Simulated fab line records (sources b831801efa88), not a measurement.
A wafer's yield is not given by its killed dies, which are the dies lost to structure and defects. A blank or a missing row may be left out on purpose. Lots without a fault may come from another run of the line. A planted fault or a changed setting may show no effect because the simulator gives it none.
A lot that was struck, set against a sound lot / flow gf180mcu / 18 steps out of a route of 602
Sound: these wafers, L952.1, L952.2, L952.5. The struck wafers were L956.1, L956.3, L956.5. At the end, the cause is stated.
For every step that has rows: the tool of each side, followed by ch and its chambers, followed by its first start. Under that, the readings that differ: sound wafers / struck wafers / difference of the means / sigmas: that difference in standard deviations of wafers without a fault.
alike: readings with means less than 2 such deviations apart, plus words and numbers identical on both sides. not compared: withheld readings, readings lacking a value on some wafer, bounds such as >300 that could conceal the same value, and numbers that have no deviation in the record and whose values overlap.
Wherever a step has rows on one side only, a row that says differs or no value, or a row with sigmas, the two part there. Non-overlapping numbers with no deviation appear without sigmas and do not part them. A reading that every wafer of one side lacks parts them only if that side has two wafers or more.

GF_CONTACT_STRIP_18: strips in O2/N2.
  sound on plasma asher-04 ch 0,1, day 20 21:53; struck on plasma asher-02 ch 0,1, day 22 07:15
  alike: drypump motor current A, heater power w, oes product au
  not compared: rf hours counter h
then, 3 steps without rows for these wafers: GF_CONTACT_CLEAN_19 (cleans in SPM); GF_CONTACT_CLEAN_20 (cleans in DIW); GF_CONTACT_CLEAN_21 (cleans in dHF, time 20 s).
GF_CONTACT_SPUTTER_22: material Ti, target thk 15 nm, time 80.02 s.
  sound on pvd sputter-04 at day 20 22:13; struck on pvd sputter-04 at day 22 07:34
  alike: cathode dc power W, chamber pressure pa, substrate temp c, throttle valve pct
then, 2 steps without rows for these wafers: GF_CONTACT_SPUTTER_23 (material TiN, target thk 10 nm, time 40 s); GF_CONTACT_CVD_24 (deposits W, target thk 300 nm, time 90.339 s).
GF_CONTACT_RS_MEAS_25: the measuring method here is four-point-probe.
  sound on film metro-02 at day 20 22:25; struck on film metro-02 at day 22 07:46
  alike: CONTACT_W_RS
GF_CONTACT_THK_MEAS_26: measures by xrf.
  sound on film metro-02 at day 20 22:32; struck on film metro-02 at day 22 07:53
  alike: CONTACT_W_THK
GF_CONTACT_CMP_27: polishes, stops on SiO2, t overpolish 15 s, target thk 0 nm.
  sound on cmp-02 ch 0,1,3, day 20 22:35; struck on cmp-01 ch 0,2, day 22 07:59
  alike: head pressure psi, motor current A, overpolish run s, time to endpoint s
GF_M1_SPUTTER_00: material Ti, target thk 37.5 nm, time 150 s.
  sound on pvd sputter-02 at day 20 22:53; struck on pvd sputter-02 at day 22 08:14
  alike: cathode dc power W, chamber pressure pa, substrate temp c, throttle valve pct
then, 1 step without rows for these wafers: GF_M1_SPUTTER_01 (material TiN, target thk 30 nm, time 25 s).
GF_M1_SPUTTER_02: material AlCu, target thk 450 nm, time 23.9 s.
  sound on pvd sputter-02 at day 20 23:01; struck on pvd sputter-02 at day 22 08:22
  no value came back on the struck wafers for cathode dc power W (W), chamber pressure pa (Pa), throttle valve pct (%); on the sound wafers cathode dc power W (W) reads 10599 10603 10601
then, 1 step without rows for these wafers: GF_M1_SPUTTER_03 (material Ti, target thk 10 nm, time 6.7 s).
GF_M1_SPUTTER_04: material TiN, target thk 50 nm, time 41.7 s.
  sound on pvd sputter-02 at day 20 23:04; struck on pvd sputter-02 at day 22 08:25
  alike: cathode dc power W, chamber pressure pa, throttle valve pct
GF_M1_RS_MEAS_05: the measuring method here is four-point-probe.
  sound on film metro-03 at day 20 23:07; struck on film metro-04 at day 22 08:28
reading=M1_ALCU_RS (ohm/sq); sound=0.0687 0.0696 0.0692; struck=7.1081 7.0640 7.0750; difference=+7.0132; sigmas=+99 or more
GF_M1_THK_MEAS_06: measures by xrf.
  sound on film metro-03 at day 20 23:14; struck on film metro-04 at day 22 08:35
reading=M1_ALCU_THK (nm); sound=453 447 449; struck=<0 <0 <0; difference=differs; sigmas=
then, 1 step without rows for these wafers: GF_M1_DEHYDRATE_07 (time 60 s).

WHERE THEY PART
Last at GF_M1_THK_MEAS_06 as far as this record goes, first at GF_M1_SPUTTER_02.

WHY: the cause the simulator had injected
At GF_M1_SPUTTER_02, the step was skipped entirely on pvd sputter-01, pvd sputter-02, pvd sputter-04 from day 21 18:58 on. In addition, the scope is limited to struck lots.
